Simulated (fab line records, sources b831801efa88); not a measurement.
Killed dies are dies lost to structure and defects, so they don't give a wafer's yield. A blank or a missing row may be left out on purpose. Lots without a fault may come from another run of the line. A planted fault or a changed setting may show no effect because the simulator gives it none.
One fault seen from 2 desks | flow sky130 | each desk has only its own numbers; what lay behind them comes last

THE METROLOGY DESK
What the gauges read, lot by lot, whatever tool the lot ran on: means of the sampled wafers that have a number. A lot is out of limits, marked OUT, if its mean lies more than 4 standard deviations from the usual mean; the brackets give that distance.
Columns: A = VT_ADJUST_LVTN_01_OVL at SKY_VT_ADJUST_LVTN_OVL_MEAS_18, usual 0.1 nm
lot  | first seen here | A
L593 | day 7 19:05     | -1.0
L594 | day 8 01:23     | -1.6
L595 | day 8 08:02     | 1.1
L596 | day 8 16:17     | 1.8
L597 | day 9 00:03     | -2.0
L598 | day 9 02:47     | -0.2
L605 | day 11 05:08    | 2.0
L606 | day 11 20:50    | 0.0
L607 | day 12 02:35    | -1.7
L609 | day 12 08:53    | 0.5
L612 | day 13 08:06    | 0.8
L613 | day 13 12:39    | 1.5
L615 | day 14 00:02    | 0.2
L616 | day 14 06:50    | -0.1
This desk's finding: nothing out of limits on any of the 14 lots.

THE TOOL OWNER'S DESK: litho_track-02
The tool's own readings at SKY_RES_PROTECT_PEB_05: means of the sampled wafers that have a number, for each lot that ran on this tool. A lot is out of limits, marked OUT, if its mean lies more than 4 standard deviations from the usual mean; the brackets give that distance.
Columns: A = exhaust_pa at SKY_RES_PROTECT_PEB_05, usual 44.9 Pa
lot  | first seen here | A
L593 | day 15 03:43    | 44.1
L597 | day 16 21:08    | 46.3
L598 | day 17 01:01    | 46.4
L609 | day 21 01:14    | 44.3
L612 | day 22 04:17    | 45.9
L613 | day 22 09:07    | 44.2
L616 | day 23 06:46    | 45.8
This desk's finding: nothing out of limits on any of the 7 lots.

PUT TOGETHER
The metrology desk saw nothing out of limits.
The tool owner's desk saw nothing out of limits.

WHAT THE SIMULATOR HAD PUT IN
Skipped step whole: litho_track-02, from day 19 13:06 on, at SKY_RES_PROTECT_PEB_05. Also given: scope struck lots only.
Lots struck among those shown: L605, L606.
